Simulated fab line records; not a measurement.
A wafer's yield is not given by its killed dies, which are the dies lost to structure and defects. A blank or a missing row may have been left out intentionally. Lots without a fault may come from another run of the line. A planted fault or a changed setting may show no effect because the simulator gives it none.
Which of the tools did it? | flow sky130 | 42 wafers from 14 lots sampled at 4 of the route's 708 steps

WHAT EACH GAUGE READ, for each wafer
SKY_FIELD_ISO_THK_MEAS_23. Usual: FIELD_ISO_OXIDATION_01_THK 9.99 nm, standard deviation 0.18.
lot  | measured    | on            | FIELD_ISO_OXIDATION_01_THK (nm) | flag
L607 | day 2 07:38 | film-metro-02 | 9.80 9.91 10.14                 |
L608 | day 2 15:13 | film-metro-02 | 9.93 10.05 9.85                 |
L609 | day 2 18:47 | film-metro-02 | 9.81 9.70 10.16                 |
L610 | day 2 21:58 | film-metro-02 | 9.99 9.93 9.78                  |
L611 | day 3 03:19 | film-metro-03 | 9.92 9.95 9.88                  |
L612 | day 3 10:41 | film-metro-04 | 9.61 9.62 9.67                  |
L613 | day 3 17:29 | film-metro-02 | 10.22 10.20 10.26               |
L616 | day 4 07:16 | film-metro-04 | 9.71 9.68 9.68                  |
L617 | day 4 11:33 | film-metro-02 | 9.93 9.86 10.01                 |
L618 | day 4 20:45 | film-metro-03 | 10.21 10.18 10.36               |
L624 | day 5 22:56 | film-metro-02 | 9.95 10.17 10.24                |
L625 | day 6 07:27 | film-metro-02 | 9.94 10.07 9.92                 |
L626 | day 6 17:18 | film-metro-04 | 10.07 10.14 10.05               |
L630 | day 7 11:44 | film-metro-03 | 10.10 10.03 9.84                |

SKY_LDD_HVN_TW_MEAS_10. Usual: LDD_HVN_TW 1440, standard deviation 7.8.
lot  | measured     | on            | LDD_HVN_TW     | flag
L607 | day 19 23:24 | film-metro-01 | 1447 1446 1444 |
L608 | day 20 11:53 | film-metro-01 | 1436 1441 1438 |
L609 | day 21 01:32 | film-metro-01 | 1444 1441 1445 |
L610 | day 21 06:56 | film-metro-04 | 1432 1444 1439 |
L611 | day 21 21:04 | film-metro-04 | 1446 1438 1437 |
L612 | day 22 12:14 | film-metro-04 | 1439 1443 1437 |
L613 | day 23 06:05 | film-metro-04 | 1454 1451 1441 |
L616 | day 23 20:09 | film-metro-01 | 1443 1444 1443 |
L617 | day 25 09:01 | film-metro-01 | 1441 1443 1430 |
L618 | day 25 08:06 | film-metro-03 | 1421 1427 1425 |
L624 | day 26 17:42 | film-metro-03 | 1418 1417 1422 |
L625 | day 27 15:25 | film-metro-01 | 1452 1448 1449 |
L626 | day 27 16:53 | film-metro-01 | 1445 1444 1448 |
L630 | day 28 12:03 | film-metro-01 | 1450 1445 1437 |

SKY_RES_XHIGH_TW_MEAS_09. Usual: RES_XHIGH_TW 1644, standard deviation 7.9.
lot  | measured     | on            | RES_XHIGH_TW   | flag
L607 | day 26 11:28 | film-metro-01 | 1648 1644 1647 |
L608 | day 26 21:21 | film-metro-01 | 1645 1648 1649 |
L609 | day 27 10:10 | film-metro-01 | 1653 1653 1648 |
L610 | day 27 12:18 | film-metro-03 | 1648 1652 1641 |
L611 | day 28 05:10 | film-metro-04 | 1650 1646 1641 |
L612 | day 28 19:51 | film-metro-04 | 1634 1639 1650 |
L613 | day 29 09:43 | film-metro-03 | 1649 1645 1650 |
L616 | day 29 23:25 | film-metro-04 | 1658 1659 1649 |
L617 | day 31 10:26 | film-metro-01 | 1652 1656 1650 |
L618 | day 31 08:37 | film-metro-03 | 1642 1641 1637 |
L624 | day 32 15:58 | film-metro-04 | 1648 1647 1635 |
L625 | day 33 12:31 | film-metro-03 | 1647 1655 1644 |
L626 | day 33 14:19 | film-metro-01 | 1633 1638 1637 |
L630 | day 34 08:34 | film-metro-03 | 1636 1637 1631 |

WHICH TOOL RAN EACH LOT (tool, then ch and the chambers of the sampled wafers, then the start)
lot  | SKY_LDD_N_IMPLANT_08
L607 | implanter-01 ch 0, day 17 08:58
L608 | implanter-04 ch 0, day 17 23:08
L609 | implanter-03 ch 0, day 18 09:45
L610 | implanter-03 ch 0, day 18 15:17
L611 | implanter-04 ch 0, day 19 05:59
L612 | implanter-04 ch 0, day 19 21:20
L613 | implanter-04 ch 0, day 20 14:31
L616 | implanter-04 ch 0, day 21 05:55
L617 | implanter-03 ch 0, day 22 19:55
L618 | implanter-04 ch 0, day 22 19:31
L624 | implanter-03 ch 0, day 24 05:28
L625 | implanter-03 ch 0, day 25 04:02
L626 | implanter-04 ch 0, day 25 05:20
L630 | implanter-04 ch 0, day 26 01:37
- SKY_LDD_N_IMPLANT_08

AS READ BY THE TOOLS THEMSELVES (means over the sampled wafers that have a number; for cases with no such wafer, the mark the record gives instead)
SKY_LDD_N_IMPLANT_08. Usual: dose-ions-cm2 7.501e+13, standard deviation 8.1e+10; faraday-current-uA 424, standard deviation 8.8.
lot  | tool         | dose-ions-cm2 | faraday-current-uA | flag
L607 | implanter-01 | 7.497e+13     | 429                |
L608 | implanter-04 | 7.497e+13     | 430                |
L609 | implanter-03 | 7.499e+13     | 425                |
L610 | implanter-03 | 7.500e+13     | 420                |
L611 | implanter-04 | 7.499e+13     | 429                |
L612 | implanter-04 | 7.499e+13     | 428                |
L613 | implanter-04 | 7.507e+13     | 426                |
L616 | implanter-04 | 7.492e+13     | 423                |
L617 | implanter-03 | 7.497e+13     | 429                |
L618 | implanter-04 | 7.501e+13     | 424                |
L624 | implanter-03 | 8.255e+13     | 468                | OFF
L625 | implanter-03 | 8.266e+13     | 472                | OFF
L626 | implanter-04 | 7.496e+13     | 424                |
L630 | implanter-04 | 7.497e+13     | 428                |

THE ANSWER, worked out from the rows above alone
Rule: a lot is off if the mean of its wafers that have a number lies more than 3 standard deviations from the usual mean. Also off: a lot with no number at a reading for which 4 or more lots have one. Where the step has rows for the other lots, those lots are counted as sound. Order of review: gauges by route order, followed by the tools' own readings, for which a lot's mean as printed above is used. The first step at which some lot is off is used, and at that step the reading that is off furthest; a lot without a number counts as furthest.
Off at SKY_LDD_N_IMPLANT_08 (dose-ions-cm2): L624, L625.
If a tool, at that step or one of the process steps before it, ran each lot that is off and ran no sound lot following the first of them, it fits. One fits: implanter-03 at SKY_LDD_N_IMPLANT_08. A fault onset in the window from L617 (day 22 19:55, its last sound lot) to L624 (day 24 05:28, its first lot off) fits.
The tool's own readings at SKY_LDD_N_IMPLANT_08 bear it out: on the lots that are off they differ by more than 5 times the standard deviation of the sound lots' means. dose-ions-cm2 reads 8.260e+13 there against 7.498e+13 on the sound lots; faraday-current-uA reads 470 there against 426 on the sound lots.

WHAT THE SIMULATOR HAD PUT IN
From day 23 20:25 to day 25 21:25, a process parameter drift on implanter-03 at SKY_LDD_N_IMPLANT_08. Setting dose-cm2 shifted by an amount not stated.
Struck lots among those shown: L624, L625. The same result came from the rule above.
